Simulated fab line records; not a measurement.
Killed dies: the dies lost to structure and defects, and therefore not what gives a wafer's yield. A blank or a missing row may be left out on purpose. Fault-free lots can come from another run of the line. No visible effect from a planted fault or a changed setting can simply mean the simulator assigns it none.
Which tool is to blame? | flow sky130 | 7 lots, 21 wafers sampled, at 1 step of a route of 708

== WHAT THE GAUGES READ, wafer by wafer ==
SKY_SD_N_TW_MEAS_12.
lot  | measured     | on            | SD_N_TW
L383 | day 28 04:26 | film-metro-03 | 3950 3942 3934
L385 | day 28 20:01 | film-metro-04 | 4008 4010 4007
L389 | day 30 16:27 | film-metro-03 | 3984 3967 3960
L394 | day 32 03:32 | film-metro-03 | 3933 3932 3961
L400 | day 34 00:49 | film-metro-01 | 4039 4042 4041
L401 | day 34 13:10 | film-metro-04 | 4054 4033 4053
L405 | day 35 11:09 | film-metro-01 | 4015 4049 4000

== WHICH TOOL RAN EACH LOT (tool, then ch and the chambers of the sampled wafers, then the start) ==
There is no process step in the record ahead of these readings.

== THE ANSWER, worked out from the rows above alone ==
Rule: usual is defined by the lots themselves. Put in order of their means at a reading, lots are off if they are a third of the lots or fewer, leave a main group of 4 or more, and stand apart from it by a gap of 3 or more times the standard deviation of the main group's means; of several such gaps the widest counts. A main group whose means are all the same, to the digits that the tables above print for the reading, isn't used. A lot without any number at a reading at which 4 lots or more have one is off too. All remaining lots with rows at the step are treated as sound.
No lot is off on any of the readings shown, so nothing can be concluded from this.

== WHAT THE SIMULATOR HAD PUT IN ==
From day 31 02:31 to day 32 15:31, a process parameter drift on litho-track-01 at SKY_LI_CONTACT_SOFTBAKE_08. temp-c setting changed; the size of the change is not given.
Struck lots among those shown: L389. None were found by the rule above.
